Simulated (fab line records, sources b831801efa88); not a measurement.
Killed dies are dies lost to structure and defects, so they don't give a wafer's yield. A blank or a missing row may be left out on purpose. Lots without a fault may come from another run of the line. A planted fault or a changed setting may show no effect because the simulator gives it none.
Chamber matching | flow sky130 | SKY_VIA3_ETCH_14 on rie_diel-04: 4 sister chambers
The step etches BARC in N2/H2, stops on SiO2, time 45.9 s, target depth 60 nm. 7 wafers are shown with their chamber, then 8 later ones without.

WAFERS WITH THEIR CHAMBER
wafer  | chamber | rf_fwd_power_W (W) | oes_product_au (a.u.)
L079.4 | 3       | 494.5              | 0.856
L082.1 | 2       | 494.3              | 0.863
L082.6 | 1       | 491.7              | 0.854
L086.1 | 0       | 493.6              | 0.855
L086.4 | 1       | 493.2              | 0.858
L086.5 | 2       | 496.5              | 0.851
L094.1 | 0       | 492.6              | 0.860

WAFERS WITHOUT THEIR CHAMBER
wafer  | rf_fwd_power_W (W) | oes_product_au (a.u.)
L094.4 | 493.3              | 0.865
L094.5 | 494.5              | 0.855
L095.2 | 491.0              | 0.855
L095.3 | 494.4              | 0.856
L095.4 | 495.0              | 0.850
L096.1 | 495.5              | 0.863
L096.2 | 494.9              | 0.850
L096.4 | 494.2              | 0.850

WHICH CHAMBER EACH WENT THROUGH
wafer  | from the rows above               | in truth
L094.4 | can't be placed: 0 or 1 or 3 or 2 | 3
L094.5 | can't be placed: 3 or 2 or 0 or 1 | 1
L095.2 | can't be placed: 1 or 0 or 3      | 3
L095.3 | can't be placed: 3 or 2 or 0 or 1 | 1
L095.4 | can't be placed: 3 or 2 or 0 or 1 | 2
L096.1 | can't be placed: 2 or 3 or 0 or 1 | 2
L096.2 | can't be placed: 3 or 2 or 0 or 1 | 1
L096.4 | can't be placed: 3 or 2 or 0 or 1 | 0
Placed correctly: 0 of 8. Can't be placed from these rows: 8 (the true chamber is among the candidates in 8). Placed wrongly: 0.
How it was worked out, from the rows above alone: a wafer's distance from a chamber is the root of the sum, over the readings, of the square of ((its reading less the chamber's mean) divided by the reading's scatter). The wafer belongs to the nearest chamber; if the next one is less than 2 further off, it can't be placed. A chamber's mean is the mean of its shown wafers. The scatter: the root of (the sum of the squares of (reading less its chamber's mean) over the shown wafers, divided by (wafers less chambers)).
